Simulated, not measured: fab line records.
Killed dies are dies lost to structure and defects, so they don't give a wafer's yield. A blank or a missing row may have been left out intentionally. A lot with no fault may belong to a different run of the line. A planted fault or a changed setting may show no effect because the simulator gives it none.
One fault seen from 2 desks | flow gf180mcu | every desk sees just its own numbers, and what lay behind them comes last

== AT THE TOOL OWNER'S DESK: implanter-04 ==
The tool's own readings at GF_VT_IMPLANT_IMPLANT_41: means of the sampled wafers that have a number, for each lot that ran on this tool. Marked OUT: a lot whose mean sits more than 4 standard deviations from the usual mean, which makes it out of limits; the brackets give that distance.
Columns: A = dose-ions-cm2 at GF_VT_IMPLANT_IMPLANT_41, usual 1.0131e+12; B = faraday-current-uA at GF_VT_IMPLANT_IMPLANT_41, usual 5.72
lot  | first seen here | A                            | B
L518 | day 8 09:42     | 1.0140e+12                   | 5.67
L527 | day 10 18:26    | 1.0136e+12                   | 5.76
L530 | day 11 14:13    | 1.0137e+12                   | 5.81
L531 | day 11 21:53    | 1.0128e+12                   | 5.68
L534 | day 13 08:41    | 5.2883e+11 (-99 or more) OUT | 2.98 (-25) OUT
L535 | day 13 11:10    | 5.2483e+11 (-99 or more) OUT | 3.04 (-24) OUT
This desk finds L534, L535 out of limits, L534 being first, at day 13 08:41 (dose-ions-cm2 at GF_VT_IMPLANT_IMPLANT_41). Within limits: L518, L527, L530, L531.

== THE METROLOGY DESK ==
What the gauges read for every lot (on any tool): the sampled wafers with a number, averaged. Marked OUT: a lot whose mean sits more than 4 standard deviations from the usual mean, which makes it out of limits; the brackets give that distance.
Columns: A = VT_IMPLANT_4_TW at GF_VT_IMPLANT_TW_MEAS_43, usual 693; B = NSD_TW at GF_NSD_TW_MEAS_12, usual 4272
lot  | first seen here | A             | B
L516 | day 7 18:46     | 693           | 4326
L518 | day 8 09:55     | 700           | 4218
L523 | day 9 17:25     | 691           | 4219
L524 | day 10 00:21    | 690           | 4266
L526 | day 10 12:56    | 687           | 4264
L527 | day 10 18:40    | 690           | 4298
L529 | day 11 09:32    | 696           | 4273
L530 | day 11 14:28    | 696           | 4294
L531 | day 11 22:08    | 697           | 4271
L534 | day 13 08:56    | 569 (-24) OUT | 4299
L535 | day 13 11:25    | 569 (-24) OUT | 4288
L536 | day 13 14:29    | 690           | 4294
Finding of this desk: L534, L535 out of limits, first seen on L534 at day 13 08:56 (VT_IMPLANT_4_TW at GF_VT_IMPLANT_TW_MEAS_43). Within limits: L516, L518, L523, L524, L526, L527, L529, L530, L531, L536.

== TAKEN TOGETHER ==
At day 13 08:41, on L534, L535, the tool owner's desk was in a position to raise an alarm.
Metrology desk: alarm possible at day 13 08:56 on L534, L535.
All the named lots went through GF_VT_IMPLANT_IMPLANT_41 on implanter-04.

== WHAT WAS PUT IN BY THE SIMULATOR ==
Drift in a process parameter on implanter-04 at GF_VT_IMPLANT_IMPLANT_41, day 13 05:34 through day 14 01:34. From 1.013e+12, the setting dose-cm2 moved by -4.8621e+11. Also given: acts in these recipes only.
Struck lots among those shown: L534, L535.
Hours from the fault's start to each desk's first reading out of limits: the tool owner's desk, 3; the metrology desk, 3.
